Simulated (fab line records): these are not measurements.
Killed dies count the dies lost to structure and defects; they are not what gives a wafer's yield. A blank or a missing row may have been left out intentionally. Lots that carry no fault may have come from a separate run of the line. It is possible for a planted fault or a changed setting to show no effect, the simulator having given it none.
The tool behind it: which one? || flow gf180mcu || at 1 step of a route of 602, 6 lots with 18 wafers sampled

WHAT THE GAUGES READ, wafer by wafer
GF_M3_CD_MEAS_14: target cd 280 nm.
{"lot": "L590", "measured": "day 21 22:29", "on": "cd sem-02", "cd nm (nm)": "278.1 279.1 280.1"}
{"lot": "L598", "measured": "day 24 20:42", "on": "cd sem-02", "cd nm (nm)": "278.7 280.6 280.1"}
{"lot": "L604", "measured": "day 26 22:24", "on": "cd sem-01", "cd nm (nm)": "279.4 279.4 279.0"}
{"lot": "L606", "measured": "day 27 21:07", "on": "cd sem-01", "cd nm (nm)": "278.0 278.7 278.7"}
{"lot": "L608", "measured": "day 28 00:31", "on": "cd sem-02", "cd nm (nm)": "281.1 280.2 279.0"}
{"lot": "L611", "measured": "day 28 23:31", "on": "cd sem-02", "cd nm (nm)": "279.8 279.6 279.3"}

WHAT TOOL EACH LOT RAN ON (gives the tool, then ch and the chambers of the sampled wafers, and finally the start)
Record: no process step prior to these readings.

THE ANSWER, worked out from the rows above alone
Rule: what is usual is taken from the lots themselves. Put in order of their means at a reading, lots are off if they are a third of the lots or fewer, leave a main group of 4 or more, and stand apart from it by a gap of 3 or more times the standard deviation of the main group's means; of several such gaps the widest counts. Not used: any main group whose means are identical at the precision the tables above print for the reading. A lot without any number at a reading at which 4 lots or more have one is off too. Any other lot the step has rows for is counted as sound.
No lot is off on any of the readings shown, so nothing can be concluded from this.

WHAT THE SIMULATOR HAD INSERTED
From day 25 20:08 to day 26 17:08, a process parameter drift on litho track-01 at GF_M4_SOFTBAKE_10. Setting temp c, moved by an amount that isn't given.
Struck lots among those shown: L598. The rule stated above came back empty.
